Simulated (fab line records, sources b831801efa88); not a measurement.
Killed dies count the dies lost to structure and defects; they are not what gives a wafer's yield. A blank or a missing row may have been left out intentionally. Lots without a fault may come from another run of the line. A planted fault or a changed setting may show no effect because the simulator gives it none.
Chamber matching    flow gf180mcu    cmp-01 running GF_CONTACT_CMP_27: 4 sister chambers
The step polishes, stops on SiO2, t overpolish 15 s, target thk 0 nm. 4 wafers are shown with their chamber, then 11 later ones without.

WAFERS, EACH WITH ITS CHAMBER
wafer   chamber  motor-current-A (A)
L119.1  3        12.2
L123.4  0        10.3
L130.5  1        11.8
L131.1  2        11.2

WAFERS WHOSE CHAMBER IS MISSING
wafer   motor-current-A (A)
L131.4  11.7
L131.5  10.7
L133.2  10.9
L133.4  10.6
L133.6  10.9
L134.2  10.5
L134.3  11.6
L134.4  11.4
L135.2  10.7
L135.3  12.3
L135.6  10.4

WHICH CHAMBER EACH WENT THROUGH
wafer   from the rows above           in truth
L131.4  can't be placed: 1 or 2 or 3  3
L131.5  can't be placed: 0 or 2       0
L133.2  can't be placed: 2 or 0       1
L133.4  can't be placed: 0 or 2       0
L133.6  can't be placed: 2 or 0       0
L134.2  can't be placed: 0 or 2       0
L134.3  can't be placed: 1 or 2 or 3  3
L134.4  can't be placed: 2 or 1       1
L135.2  can't be placed: 0 or 2       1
L135.3  can't be placed: 3 or 1       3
L135.6  0                             0
1 of 11 placed correctly. Cannot be placed on the basis of these rows: 10; the candidates contain the true chamber in 8. Number placed wrongly: 0.
How it was worked out, from the rows above alone: a wafer's distance from a chamber is the root of the sum, over the readings, of the square of ((its reading less the chamber's mean) divided by the reading's scatter). The wafer belongs to the nearest chamber; if the next one is less than 2 further off, it can't be placed. Each chamber's mean is taken over the wafers shown for it. The scatter (one wafer shown for each chamber): square how far every hidden wafer sits from the nearest shown wafer, average those squares and take the square root.
